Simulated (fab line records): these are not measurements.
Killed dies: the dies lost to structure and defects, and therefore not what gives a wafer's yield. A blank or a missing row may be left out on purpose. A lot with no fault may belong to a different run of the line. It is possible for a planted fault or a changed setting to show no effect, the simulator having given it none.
fab line records + flow sfq-line
[record]
- lots = 6
- wafers = 18
- last-day = 87
route steps=325 shown M0@28
lots with no fault: from the same line, run without faults
start-h: the number of hours between the record's first day and the start of the first shown wafer of the lot + wait-h: time in hours since the lot's previous step + " as in the row above + L1.1+2: one row covering several wafers at once + - no value, or no start given + * or withheld: withheld + < > ~ a bound
route shown NAME@n: names a module that has steps shown in the file, with the first one's number in the route + usual: mean/standard deviation of fault-free wafers + same: alike in all rows + chamber/n: place in a boat + sites: the reading at each site + _std_site: their standard deviation + _edge_site: outer sites' mean less inner sites' + radius-mm: how far each site lies from the wafer's centre + mask NAME#n: copy n + behind: tool/chamber where the wafer was last shaped + hold: why the lot went on hold/how many hours it stayed there/how the hold came to an end + device: whichever transistor did not switch (one of n, p or np) + end of line: the same wafers' tests at the end of the route + for a step that has no rows: nothing shown but its recipe + killed: dies that structure and defects cost at the first sort, which is not the same as the wafer's yield + map: shows each die of a wafer: x if killed, . if not, _ if none is there
set.NAME: setting as actually run; set.NAME@STEP: the setting as run at that earlier step + model.NAME: the simulator's own value behind a step, which no gauge read
lots at selected steps of the route; one table per step, one row per wafer
services: from which hour (start-h, from the record's first day; less than 0 if before it) a tool's chamber was out of use, for how many hours, and why
[[steps]]
[step SFQ_TRILAYER_M0_DEP_PRE_CLEAN_020]
[recipe]
- gas = Ar
- time-s = 15
- bias-v = 250
[step SFQ_TRILAYER_M0_DEP_SPUTTER_019]
[recipe]
- material = Nb
- base-pressure-pa = 1.33e-06
- chamber-pressure-pa = 0.1333
- substrate-temp-c = 20
- resputter-cathode-voltage-v = 400
- target-thk-nm = 200
- power-w = 2000
- time-s = 133.3
[usual]
- throttle-valve-pct = 30.0/1.4
| lot.wafer | tool           | chamber | start-h | wait-h | throttle-valve-pct |
|-----------|----------------|---------|---------|--------|--------------------|
| L673.2    | pvd-sputter-06 | -       | 103.38  | 0.0    | 29.8               |
| L673.5    | "              | -       | "       | "      | 27.4               |
| L673.6    | "              | -       | "       | "      | 30.2               |
| L677.3    | pvd-sputter-06 | -       | 121.38  | 0.0    | 27.6               |
| L677.5    | "              | -       | "       | "      | 30.3               |
| L677.6    | "              | -       | "       | "      | 27.3               |
| L679.1    | pvd-sputter-04 | -       | 138.18  | 0.0    | 31.1               |
| L679.3    | "              | -       | "       | "      | 29.1               |
| L679.5    | "              | -       | "       | "      | 29.9               |
| L684.2    | pvd-sputter-06 | -       | 234.70  | 0.0    | 30.2               |
| L684.3    | "              | -       | "       | "      | 29.7               |
| L684.5    | "              | -       | "       | "      | 27.0               |
| L694.2    | pvd-sputter-05 | -       | 305.15  | 0.0    | 31.2               |
| L694.4    | "              | -       | "       | "      | 30.6               |
| L694.5    | "              | -       | "       | "      | 30.7               |
| L695.1    | pvd-sputter-05 | -       | 308.75  | 0.0    | 31.2               |
| L695.3    | "              | -       | "       | "      | 29.4               |
| L695.4    | "              | -       | "       | "      | 31.9               |
[step SFQ_M0_RS_MEAS_904]
[recipe]
- thk-meas-gauge = four-point-probe
- reads = Nb_of_TRILAYER_M0_DEP_SPUTTER_019
[usual]
- M0_NB_RS = 0.890/0.0092
| lot.wafer | tool          | chamber | start-h | wait-h | M0_NB_RS[ohm/sq] |
|-----------|---------------|---------|---------|--------|------------------|
| L673.2    | film-metro-03 | -       | 103.49  | 0.1    | 0.886            |
| L673.5    | "             | -       | "       | "      | 0.894            |
| L673.6    | "             | -       | "       | "      | 0.885            |
| L677.3    | film-metro-04 | -       | 121.51  | 0.1    | 0.896            |
| L677.5    | "             | -       | "       | "      | 0.884            |
| L677.6    | "             | -       | "       | "      | 0.893            |
| L679.1    | film-metro-03 | -       | 138.27  | 0.0    | 0.882            |
| L679.3    | "             | -       | "       | "      | 0.899            |
| L679.5    | "             | -       | "       | "      | 0.889            |
| L684.2    | film-metro-04 | -       | 234.81  | 0.1    | 0.898            |
| L684.3    | "             | -       | "       | "      | 0.898            |
| L684.5    | "             | -       | "       | "      | 0.900            |
| L694.2    | film-metro-04 | -       | 305.26  | 0.1    | 0.889            |
| L694.4    | "             | -       | "       | "      | 0.882            |
| L694.5    | "             | -       | "       | "      | 0.886            |
| L695.1    | film-metro-03 | -       | 308.84  | 0.0    | 0.889            |
| L695.3    | "             | -       | "       | "      | 0.900            |
| L695.4    | "             | -       | "       | "      | 0.891            |
[step SFQ_TRILAYER_M0_LITHO_COAT_026]
[recipe]
- resist = BARC
- spin-rpm = 3000
- resist-thk-nm = 62
[step SFQ_TRILAYER_M0_LITHO_COAT_021]
[recipe]
- resist = KrF
- spin-rpm = 3000
- resist-thk-nm = 600
[step SFQ_TRILAYER_M0_LITHO_SOFTBAKE_025]
[recipe]
- temp-c = withheld
- time-s = withheld
- resist = KrF
[step SFQ_TRILAYER_M0_LITHO_EXPOSE_022]
[recipe]
- mask-id = M0
- na = 0.6
- source-shape = conventional
- sigma-outer = 0.65
- target-cd-nm = 500
- dose-mj = 14.4
[step SFQ_TRILAYER_M0_LITHO_PEB_024]
[recipe]
- peb-temp-c = 115
- peb-time-s = 60
- resist = KrF
[step SFQ_TRILAYER_M0_LITHO_DEVELOP_023]
[recipe]
- time-s = 60
- resist = KrF
[step SFQ_M0_OVL_MEAS_906]
[usual]
- M0_OVL = -1/4.3
| lot.wafer | tool       | chamber | start-h | wait-h | M0_OVL[nm] |
|-----------|------------|---------|---------|--------|------------|
| L673.2    | overlay-01 | -       | 180.46  | 0.1    | 0          |
| L673.5    | "          | -       | "       | "      | -3         |
| L673.6    | "          | -       | "       | "      | 1          |
| L677.3    | overlay-02 | -       | 200.67  | 0.1    | -5         |
| L677.5    | "          | -       | "       | "      | -1         |
| L677.6    | "          | -       | "       | "      | -5         |
| L679.1    | overlay-01 | -       | 217.46  | 0.1    | 4          |
| L679.3    | "          | -       | "       | "      | 0          |
| L679.5    | "          | -       | "       | "      | 2          |
| L684.2    | overlay-02 | -       | 352.01  | 0.1    | 1          |
| L684.3    | "          | -       | "       | "      | -1         |
| L684.5    | "          | -       | "       | "      | 0          |
| L694.2    | overlay-02 | -       | 441.10  | 0.1    | -6         |
| L694.4    | "          | -       | "       | "      | -8         |
| L694.5    | "          | -       | "       | "      | -6         |
| L695.1    | overlay-02 | -       | 444.69  | 0.1    | -13        |
| L695.3    | "          | -       | "       | "      | -3         |
| L695.4    | "          | -       | "       | "      | -5         |
[step SFQ_TRILAYER_M0_BARC_OPEN_METAL_ETCH_031]
[recipe]
- mask-material = PR
- chemistry = O2
- target-depth-nm = 125
- target = BARC
- icp-w = 600
- bias-w = 80
- pressure-mtorr = 10
- time-s = 41.7
[usual]
- drypump-motor-current-A = 5.93/0.24
- oes-product-au = 0.685/0.0045
- rf-fwd-power-W = 592/3.5
- run-length-s = 70.3/0.72
| lot.wafer | tool         | chamber | start-h | wait-h | drypump-motor-current-A | oes-product-au | rf-fwd-power-W | rf-hours-counter-h | run-length-s |
|-----------|--------------|---------|---------|--------|-------------------------|----------------|----------------|--------------------|--------------|
| L673.2    | rie-metal-01 | 0       | 180.49  | 0.0    | 6.14                    | 0.683          | 593            | 150                | 70.5         |
| L673.5    | "            | 0       | "       | "      | 6.08                    | 0.684          | 594            | -                  | 70.4         |
| L673.6    | "            | 1       | "       | "      | 6.30                    | 0.682          | 594            | -                  | 70.8         |
| L677.3    | rie-metal-01 | 0       | 200.71  | 0.0    | 6.16                    | 0.682          | 591            | -                  | 70.3         |
| L677.5    | "            | 0       | "       | "      | 6.12                    | 0.680          | 594            | -                  | 70.0         |
| L677.6    | "            | 1       | "       | "      | 6.29                    | 0.685          | 593            | -                  | 70.6         |
| L679.1    | rie-metal-01 | 0       | 217.49  | 0.0    | 6.13                    | 0.680          | 593            | 156                | 70.6         |
| L679.3    | "            | 1       | "       | "      | 6.30                    | 0.689          | 590            | -                  | 70.2         |
| L679.5    | "            | 1       | "       | "      | 6.26                    | 0.685          | 591            | -                  | 70.4         |
| L684.2    | rie-metal-01 | 1       | 352.04  | 0.0    | 6.30                    | 0.680          | 589            | 36                 | 70.3         |
| L684.3    | "            | 0       | "       | "      | 6.11                    | 0.679          | 591            | -                  | 70.5         |
| L684.5    | "            | 1       | "       | "      | 6.32                    | 0.686          | 592            | -                  | 70.4         |
| L694.2    | rie-metal-02 | 1       | 441.13  | 0.0    | 5.77                    | 0.681          | 585            | 157                | 70.0         |
| L694.4    | "            | 1       | "       | "      | 5.75                    | 0.678          | 584            | -                  | 69.8         |
| L694.5    | "            | 0       | "       | "      | 5.63                    | 0.691          | 598            | -                  | 69.7         |
| L695.1    | rie-metal-01 | 1       | 444.73  | 0.0    | 6.29                    | 0.681          | 594            | 51                 | 70.7         |
| L695.3    | "            | 0       | "       | "      | 6.06                    | 0.679          | 590            | -                  | 70.2         |
| L695.4    | "            | 1       | "       | "      | 6.27                    | 0.684          | 592            | -                  | 70.6         |
[step SFQ_TRILAYER_M0_ETCH_METAL_ETCH_024]
[recipe]
- target = Nb
- stop-on = SiO2
- mask-material = PR
- chemistry = Cl2/Ar
- target-depth-nm = 240
- icp-w = 600
- bias-w = 80
- pressure-mtorr = 10
- time-s = 120
[usual]
- drypump-motor-current-A = 5.92/0.24
- oes-product-au = 0.893/0.0067
- rf-fwd-power-W = 596.0/2.3
- run-length-s = 148.6/0.74
| lot.wafer | tool         | chamber | start-h | wait-h | drypump-motor-current-A | oes-product-au | rf-fwd-power-W | rf-hours-counter-h | run-length-s | model.KrF_of_TRILAYER_M0_LITHO_COAT_021.thk-nm | model.M0.feature-depth-nm | model.SiO2_of_TRILAYER_L0_CAP_PECVD_011.thk-nm |
|-----------|--------------|---------|---------|--------|-------------------------|----------------|----------------|--------------------|--------------|------------------------------------------------|---------------------------|------------------------------------------------|
| L673.2    | rie-metal-01 | 0       | 180.55  | 0.0    | 6.11                    | 0.895          | 596.2          | 150                | 148.3        | 381                                            | 200.7                     | 55.18                                          |
| L673.5    | "            | 0       | "       | "      | 6.10                    | 0.892          | 594.2          | -                  | 148.4        | 380.2                                          | 198.8                     | 55.94                                          |
| L673.6    | "            | 1       | "       | "      | 6.29                    | 0.891          | 600.5          | -                  | 148.7        | 380.7                                          | 200.8                     | 56.14                                          |
| L677.3    | rie-metal-01 | 0       | 200.79  | 0.1    | 6.08                    | 0.890          | 596.4          | -                  | 148.8        | 384.8                                          | 198.3                     | 54.9                                           |
| L677.5    | "            | 0       | "       | "      | 6.08                    | 0.900          | 596.4          | -                  | 148.5        | 383.8                                          | 201.2                     | 56.35                                          |
| L677.6    | "            | 1       | "       | "      | 6.27                    | 0.822          | 596.7          | -                  | 166.2        | 364.6                                          | 202.7                     | 53.21                                          |
| L679.1    | rie-metal-01 | 0       | 217.55  | 0.0    | 6.10                    | 0.898          | 593.3          | 156                | 149.0        | 382.6                                          | 201.5                     | 54.67                                          |
| L679.3    | "            | 1       | "       | "      | 6.26                    | 0.828          | 595.3          | -                  | 165.7        | 363.9                                          | 201.1                     | 50.61                                          |
| L679.5    | "            | 1       | "       | "      | 6.27                    | 0.826          | 593.2          | -                  | 166.4        | 362                                            | 203.2                     | 51.5                                           |
| L684.2    | rie-metal-01 | 1       | 352.10  | 0.0    | 6.31                    | 0.893          | 596.8          | 36                 | 148.6        | 383.2                                          | 198                       | 54.65                                          |
| L684.3    | "            | 0       | "       | "      | 6.08                    | 0.891          | 598.7          | -                  | 148.3        | 377.7                                          | 197.9                     | 56.56                                          |
| L684.5    | "            | 1       | "       | "      | 6.30                    | 0.895          | 596.9          | -                  | 148.9        | 382.4                                          | 197.1                     | 54.84                                          |
| L694.2    | rie-metal-02 | 1       | 441.19  | 0.0    | 5.74                    | 0.895          | 595.4          | 157                | 148.4        | 387.8                                          | 199.8                     | 55.95                                          |
| L694.4    | "            | 1       | "       | "      | 5.73                    | 0.894          | 594.7          | -                  | 148.3        | 389.8                                          | 201                       | 55.35                                          |
| L694.5    | "            | 0       | "       | "      | 5.64                    | 0.885          | 596.7          | -                  | 148.2        | 387.9                                          | 200.5                     | 56.44                                          |
| L695.1    | rie-metal-01 | 1       | 444.79  | 0.0    | 6.29                    | 0.901          | 596.7          | 51                 | 148.5        | 381.5                                          | 200.3                     | 53.99                                          |
| L695.3    | "            | 0       | "       | "      | 6.11                    | 0.894          | 595.3          | -                  | 148.4        | 376.1                                          | 198                       | 54.86                                          |
| L695.4    | "            | 1       | "       | "      | 6.27                    | 0.891          | 597.2          | -                  | 148.6        | 382.6                                          | 199.6                     | 55.37                                          |
[step SFQ_TRILAYER_M0_STRIP_STRIP_025]
[recipe]
- gas = O2
- power-w = 200
- platen-temp-c = 40
- overash-fraction = 0.65
- chemistry = O2
- pressure-mtorr = 50
[usual]
- drypump-motor-current-A = 5.92/0.24
- oes-product-au = 0.999/0.011
| lot.wafer | tool         | chamber | start-h | wait-h | drypump-motor-current-A | oes-product-au | rf-hours-counter-h |
|-----------|--------------|---------|---------|--------|-------------------------|----------------|--------------------|
| L673.2    | rie-metal-01 | 0       | 180.68  | 0.1    | 6.11                    | 1.011          | 151                |
| L673.5    | "            | 0       | "       | "      | 6.07                    | 1.007          | -                  |
| L673.6    | "            | 1       | "       | "      | 6.30                    | 0.990          | -                  |
| L677.3    | rie-metal-01 | 0       | 201.08  | 0.2    | 6.08                    | 1.002          | -                  |
| L677.5    | "            | 0       | "       | "      | 6.12                    | 1.005          | -                  |
| L677.6    | "            | 1       | "       | "      | 6.31                    | 1.000          | -                  |
| L679.1    | rie-metal-01 | 0       | 217.68  | 0.1    | 6.12                    | 1.002          | 156                |
| L679.3    | "            | 1       | "       | "      | 6.28                    | 1.002          | -                  |
| L679.5    | "            | 1       | "       | "      | 6.32                    | 1.001          | -                  |
| L684.2    | rie-metal-01 | 1       | 352.22  | 0.1    | 6.28                    | 1.000          | 36                 |
| L684.3    | "            | 0       | "       | "      | 6.13                    | 1.015          | -                  |
| L684.5    | "            | 1       | "       | "      | 6.28                    | 0.993          | -                  |
| L694.2    | rie-metal-02 | 1       | 441.31  | 0.1    | 5.74                    | 0.988          | 157                |
| L694.4    | "            | 1       | "       | "      | 5.77                    | 0.995          | -                  |
| L694.5    | "            | 0       | "       | "      | 5.61                    | 0.994          | -                  |
| L695.1    | rie-metal-01 | 1       | 444.91  | 0.1    | 6.26                    | 1.009          | 51                 |
| L695.3    | "            | 0       | "       | "      | 6.07                    | 1.011          | -                  |
| L695.4    | "            | 1       | "       | "      | 6.30                    | 0.999          | -                  |
[[services]]
| tool           | chamber | start-h | hours | kind                   |
|----------------|---------|---------|-------|------------------------|
| pvd-sputter-05 | -       | 80.55   | 19.7  | repair                 |
| pvd-sputter-05 | -       | 87.02   | 6.4   | repair                 |
| rie-metal-01   | 1       | 100.84  | -     | clean                  |
| rie-metal-01   | 1       | 100.84  | 18.1  | scheduled-down         |
| rie-metal-01   | 1       | 100.84  | 18.1  | vent-cycle             |
| pvd-sputter-04 | -       | 110.34  | 0.5   | repair                 |
| rie-metal-01   | -       | 171.02  | 0.2   | repair                 |
| rie-metal-02   | 0       | 175.34  | 5.9   | repair                 |
| pvd-sputter-05 | -       | 195.40  | 3.0   | repair                 |
| pvd-sputter-06 | -       | 217.73  | 7.5   | repair                 |
| rie-metal-02   | 0       | 255.51  | 19.2  | repair                 |
| pvd-sputter-06 | -       | 320.77  | 1.3   | repair                 |
| pvd-sputter-06 | 3       | 351.37  | -     | consumable-replace:kit |
| pvd-sputter-06 | 3       | 351.37  | 18.0  | scheduled-down         |
| pvd-sputter-04 | -       | 361.31  | 4.8   | repair                 |
| rie-metal-01   | -       | 365.35  | 0.3   | repair                 |
| rie-metal-01   | 0       | 372.32  | 9.3   | repair                 |
| rie-metal-01   | 0       | 381.66  | -     | clean                  |
| rie-metal-01   | 0       | 381.66  | 20.2  | scheduled-down         |
| rie-metal-01   | 0       | 381.66  | 20.2  | vent-cycle             |
| pvd-sputter-04 | -       | 398.86  | 3.5   | repair                 |
| pvd-sputter-06 | -       | 421.83  | 5.0   | repair                 |
| pvd-sputter-06 | -       | 433.15  | 1.4   | repair                 |
| pvd-sputter-05 | -       | 442.61  | 1.7   | repair                 |
[[key]]
[first-sign]
- step = SFQ_TRILAYER_M0_ETCH_METAL_ETCH_024
- reading = run-length-s
- direction = up
- sigmas = 24
- usual = *
- struck = *
[effect]
- step = SFQ_TRILAYER_M0_ETCH_METAL_ETCH_024
- reading = oes-product-au
- direction = down
- sigmas = 10
- usual = 0.893
- struck = 0.825
[model-effect]
- step = SFQ_TRILAYER_M0_ETCH_METAL_ETCH_024
- value = KrF_of_TRILAYER_M0_LITHO_COAT_021.thk-nm
- without = 383.6
- struck = 363.5
met-at SFQ_TRILAYER_M0_ETCH_METAL_ETCH_024
struck-wafers L677.6,L679.3,L679.5
onset-between 180.55 200.79
[fault]
- kind = process-parameter-drift
- tool = rie-metal-01
- chamber = 1
- onset-h = 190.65
- steps = SFQ_TRILAYER_M0_ETCH_METAL_ETCH_024
- channel = time-s
- offset = *
- shape = step
- end-h = 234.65
- acts-in = *
- stated = *
